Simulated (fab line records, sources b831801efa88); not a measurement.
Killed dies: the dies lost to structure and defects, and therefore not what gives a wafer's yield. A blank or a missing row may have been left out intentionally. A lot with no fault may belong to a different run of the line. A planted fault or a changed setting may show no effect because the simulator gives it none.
Chamber matching ; flow gf180mcu ; GF_V4_CVD_02 on pecvd-02: 3 sister chambers
The step deposits SiO2 from TEOS, target thk 850 nm, time 94.851 s. 3 wafers are shown with their chamber, then 7 later ones without.

## EACH WAFER AND ITS CHAMBER
wafer;chamber;heater power w (W)
L289.6;0;634
L297.2;2;822
L297.3;1;918

## WAFERS MISSING THEIR CHAMBER
wafer;heater power w (W)
L297.4;711
L298.1;807
L298.5;768
L298.6;865
L300.3;846
L300.5;787
L300.6;883

## WHICH CHAMBER EACH WENT THROUGH
wafer;from the rows above;in truth
L297.4;can't be placed: 0 or 2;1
L298.1;2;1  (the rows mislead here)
L298.5;can't be placed: 2 or 0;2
L298.6;can't be placed: 2 or 1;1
L300.3;can't be placed: 2 or 1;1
L300.5;2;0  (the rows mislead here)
L300.6;can't be placed: 1 or 2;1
Placed correctly: 0 of 7. Can't be placed from these rows: 5 (the true chamber is among the candidates in 4). Wrongly placed: 2.
How it was worked out, from the rows above alone: a wafer's distance from a chamber is the root of the sum, over the readings, of the square of ((its reading less the chamber's mean) divided by the reading's scatter). The wafer belongs to the nearest chamber; if the next one is less than 2 further off, it can't be placed. For every chamber, the mean is computed from those of its wafers that are shown. The scatter: root of mean squared gap, hidden wafer to nearest shown wafer, with one shown wafer a chamber.
